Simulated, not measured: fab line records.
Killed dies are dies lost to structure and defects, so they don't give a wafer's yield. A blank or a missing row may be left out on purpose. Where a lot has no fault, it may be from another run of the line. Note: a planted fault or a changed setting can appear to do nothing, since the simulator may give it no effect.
What tool caused it? ; flow gf180mcu ; at 1 step of a route of 602, 7 lots with 21 wafers sampled

WHAT THE GAUGES SHOWED, per wafer
GF_LVPWELL_OVL_MEAS_07.
lot;measured;on;LVPWELL_OVL (nm)
L297;day 4 04:25;overlay-02;-3.4 -3.0 -2.4
L299;day 4 15:47;overlay-02;-2.8 -1.2 -0.3
L302;day 5 07:22;overlay-02;-3.3 -1.3 -0.3
L309;day 6 22:29;overlay-01;-2.0 -3.2 -2.9
L313;day 7 18:51;overlay-02;-0.7 -2.0 -1.5
L317;day 8 19:35;overlay-01;-4.4 -2.4 0.1
L319;day 9 06:08;overlay-01;-2.7 -3.1 -3.7

WHAT TOOL EACH LOT RAN ON (gives the tool, then ch and the chambers of the sampled wafers, and finally the start)
The record holds no process step before these readings.

THE ANSWER, worked out from the rows above alone
Rule: usual is defined by the lots themselves. Put in order of their means at a reading, lots are off if they are a third of the lots or fewer, leave a main group of 4 or more, and stand apart from it by a gap of 3 or more times the standard deviation of the main group's means; of several such gaps the widest counts. A main group whose means are all the same, to the digits that the tables above print for the reading, isn't used. Also off: a lot with no number at a reading for which 4 or more lots have one. Any other lot the step has rows for is counted as sound.
No lot is off at any reading shown: from this, nothing can be told.

WHAT THE SIMULATOR HAD INSERTED
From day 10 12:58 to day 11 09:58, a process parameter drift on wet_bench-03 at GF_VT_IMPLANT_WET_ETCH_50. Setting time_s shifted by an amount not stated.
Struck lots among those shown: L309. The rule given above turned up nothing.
